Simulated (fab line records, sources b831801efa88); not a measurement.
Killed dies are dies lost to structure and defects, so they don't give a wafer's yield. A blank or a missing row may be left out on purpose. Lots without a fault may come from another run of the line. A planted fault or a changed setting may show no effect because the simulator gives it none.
Problem report in the 8D (eight disciplines) form, filled by code | flow sky130 | the parts of the form that need people (team, actions taken, sign-off) are left out

1. THE PROBLEM
killed_at_contacts at SKY_PAD_OPEN_PROBE_99 reads a mean of 432 on 9 wafers of 3 lots; wafers without a fault read 25 with a standard deviation of 5.9. That is +69 standard deviations from the usual mean.
First seen on wafer L358.1, day 49 13:07, on prober-01. The record holds 27 wafers of 9 lots with a number at this step. Rule for "out", or "out of limits": more than 4 standard deviations from the usual mean. The other wafers with a number count as sound.

2. WHAT IT IS AND WHAT IT IS NOT
question                    | is                                             | is not
which readings at this step | killed_at_contacts, killed_dies, killed_on_rim | killed_at_front_end, killed_at_other, killed_open
which lots                  | L358, L359, L360                               | L342, L344, L351, L363, L364, L365
which wafers of those lots  | all that have a number                         | -
read on which tools         | prober-01, prober-02                           | -
when                        | from day 49 13:07                              | up to then (9 sound wafers); but 9 sound wafers of L363, L364, L365 came after

3. SUSPECTS, AND WHAT RULES EACH OUT
Counting: a tool at a process step up to the reading stays a suspect if it ran every lot that is out and no sound lot after the first of them.
- cmp-02 at SKY_CONTACT_CMP_27 (polishes, stops on SiO2, t overpolish 15 s, target thk 0 nm): kept. It ran every lot that is out, first L358 (day 36 20:17), and no sound lot after that; its last sound lot up to then is L351 (day 35 04:32).
Left after counting: cmp-02 at SKY_CONTACT_CMP_27.

4. THE CAUSE (what the simulator had put in)
Skipped step whole: cmp-02, from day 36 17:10 on, at SKY_CONTACT_CMP_27. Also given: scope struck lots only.
Counting left only this tool.

5. THE CHAIN OF EFFECTS, in route order
Each row: a reading whose mean over the struck wafers that have a number lies more than 3 standard deviations from the usual. Only readings for which the record gives a usual standard deviation are gone through. hours: the time from each lot's start at the first step in this table that gives one to its start at this step, as a median over the lots. sigmas: the change in usual standard deviations.
hours | step                  | reading            | usual | on struck wafers | change | sigmas
0     | SKY_PAD_OPEN_PROBE_99 | killed_at_contacts | 25    | 432              | +407   | +69
0     | SKY_PAD_OPEN_PROBE_99 | killed_dies        | 89    | 492              | +403   | +41
0     | SKY_PAD_OPEN_PROBE_99 | killed_on_rim      | 18    | 96               | +78    | +20
The process steps in it:
- SKY_PAD_OPEN_PROBE_99
Readings that are blank on the struck wafers while sound wafers have them: edge_zone_pressure_frac at SKY_CONTACT_CMP_27; head_pressure_psi at SKY_CONTACT_CMP_27; motor_current_A at SKY_CONTACT_CMP_27; overpolish_run_s at SKY_CONTACT_CMP_27; slurry_flow_ml_min at SKY_CONTACT_CMP_27; time_to_endpoint_s at SKY_CONTACT_CMP_27.

6. WHAT WOULD HAVE CAUGHT IT SOONER
In this record the first reading out of limits was taken at day 49 13:07, 308 hours after the fault began at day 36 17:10.
At SKY_CONTACT_CMP_27 the tool's readings are blank on the struck wafers, where sound wafers have them: an empty tool record is the first sign, and it was there at once.
All the lots that are out (3) had begun SKY_CONTACT_CMP_27 on cmp-02 by day 49 13:07. A hold on the tool at that time would have spared none of them.
